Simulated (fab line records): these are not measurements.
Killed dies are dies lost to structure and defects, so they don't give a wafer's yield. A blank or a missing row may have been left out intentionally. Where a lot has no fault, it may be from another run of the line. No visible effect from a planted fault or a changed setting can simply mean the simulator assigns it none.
Which of the tools did it? :: flow sfqLine :: 21 wafers from 7 lots sampled at 5 of the route's 325 steps

## WHAT THE GAUGES READ, wafer by wafer
SFQ_M7_RS_MEAS_943: the measuring method here is four-point-probe.
lot: L398
measured: day 69 06:29
on: filmMetro-01
M7_NB_RS (ohm/sq): 0.891 0.893 0.892

lot: L401
measured: day 73 00:37
on: filmMetro-04
M7_NB_RS (ohm/sq): 0.863 0.894 0.876

lot: L404
measured: day 74 16:22
on: filmMetro-02
M7_NB_RS (ohm/sq): 0.897 0.912 0.892

lot: L412
measured: day 76 17:40
on: filmMetro-02
M7_NB_RS (ohm/sq): 0.883 0.883 0.877

lot: L414
measured: day 77 00:52
on: filmMetro-04
M7_NB_RS (ohm/sq): 0.874 0.876 0.898

lot: L416
measured: day 78 20:04
on: filmMetro-02
M7_NB_RS (ohm/sq): 0.896 0.889 0.889

lot: L418
measured: day 79 06:02
on: filmMetro-02
M7_NB_RS (ohm/sq): 0.898 0.887 0.899

## TOOL THAT RAN EACH LOT (tool first, then ch and the chambers of the sampled wafers, then the start)
lot: L398
SFQ_TRILAYER_I4_CMP_CMP_100: cmp-01 ch 0,1,2, day 49 07:28
SFQ_TRILAYER_I4_METRO_MEASURE_101: filmMetro-01, day 49 10:17
SFQ_TRILAYER_I4_VIA_ETCH_VIA_ETCH_106: rieDiel-02 ch 1,3, day 49 13:57
SFQ_TRILAYER_JJ_TRILAYER_DEP_SPUTTER_110: pvdSputter-05, day 49 15:34

lot: L401
SFQ_TRILAYER_I4_CMP_CMP_100: cmp-02 ch 0,1,2, day 51 13:09
SFQ_TRILAYER_I4_METRO_MEASURE_101: filmMetro-04, day 51 16:16
SFQ_TRILAYER_I4_VIA_ETCH_VIA_ETCH_106: rieDiel-02 ch 0,1, day 51 21:11
SFQ_TRILAYER_JJ_TRILAYER_DEP_SPUTTER_110: pvdSputter-05, day 51 22:11

lot: L404
SFQ_TRILAYER_I4_CMP_CMP_100: cmp-01 ch 1,2, day 52 18:24
SFQ_TRILAYER_I4_METRO_MEASURE_101: filmMetro-03, day 52 21:43
SFQ_TRILAYER_I4_VIA_ETCH_VIA_ETCH_106: rieDiel-03 ch 2,3, day 57 05:22
SFQ_TRILAYER_JJ_TRILAYER_DEP_SPUTTER_110: pvdSputter-05, day 57 06:22

lot: L412
SFQ_TRILAYER_I4_CMP_CMP_100: cmp-01 ch 1,3, day 55 16:55
SFQ_TRILAYER_I4_METRO_MEASURE_101: filmMetro-04, day 55 19:32
SFQ_TRILAYER_I4_VIA_ETCH_VIA_ETCH_106: rieDiel-03 ch 0,1, day 59 13:38
SFQ_TRILAYER_JJ_TRILAYER_DEP_SPUTTER_110: pvdSputter-05, day 59 14:38

lot: L414
SFQ_TRILAYER_I4_CMP_CMP_100: cmp-01 ch 0,2,3, day 57 17:55
SFQ_TRILAYER_I4_METRO_MEASURE_101: filmMetro-03, day 57 19:32
SFQ_TRILAYER_I4_VIA_ETCH_VIA_ETCH_106: rieDiel-03 ch 1,3, day 61 01:09
SFQ_TRILAYER_JJ_TRILAYER_DEP_SPUTTER_110: pvdSputter-05, day 61 02:08

lot: L416
SFQ_TRILAYER_I4_CMP_CMP_100: cmp-01 ch 0,2,3, day 58 20:12
SFQ_TRILAYER_I4_METRO_MEASURE_101: filmMetro-01, day 58 23:19
SFQ_TRILAYER_I4_VIA_ETCH_VIA_ETCH_106: rieDiel-02 ch 0,1,3, day 62 17:57
SFQ_TRILAYER_JJ_TRILAYER_DEP_SPUTTER_110: pvdSputter-05, day 62 18:56

lot: L418
SFQ_TRILAYER_I4_CMP_CMP_100: cmp-02 ch 0,2,3, day 59 02:23
SFQ_TRILAYER_I4_METRO_MEASURE_101: filmMetro-01, day 59 05:43
SFQ_TRILAYER_I4_VIA_ETCH_VIA_ETCH_106: rieDiel-03 ch 2,3, day 63 03:33
SFQ_TRILAYER_JJ_TRILAYER_DEP_SPUTTER_110: pvdSputter-03, day 63 04:32
- SFQ_TRILAYER_I4_CMP_CMP_100: polishes SiO2.
- SFQ_TRILAYER_I4_METRO_MEASURE_101
- SFQ_TRILAYER_I4_VIA_ETCH_VIA_ETCH_106: etches SiO2 in CHF3, stops on Nb, target depth 260 nm.
- SFQ_TRILAYER_JJ_TRILAYER_DEP_SPUTTER_110: material Al, target thk 8 nm, time 10 s.

## THE ANSWER, worked out from the rows above alone
Rule: the lots themselves supply what counts as usual. The widest of any qualifying gaps counts: lots, ordered by their means at a reading, are off when they make up no more than a third of the lots, leave a main group of 4 or more, and stand apart from it by 3 or more times the standard deviation of that group's means. A main group whose means are all the same, to the digits that the tables above print for the reading, isn't used. A lot without any number at a reading at which 4 lots or more have one is off too. All remaining lots with rows at the step are treated as sound.
No lot is off at any reading shown: from this, nothing can be told.

## WHAT THE SIMULATOR HAD INSERTED
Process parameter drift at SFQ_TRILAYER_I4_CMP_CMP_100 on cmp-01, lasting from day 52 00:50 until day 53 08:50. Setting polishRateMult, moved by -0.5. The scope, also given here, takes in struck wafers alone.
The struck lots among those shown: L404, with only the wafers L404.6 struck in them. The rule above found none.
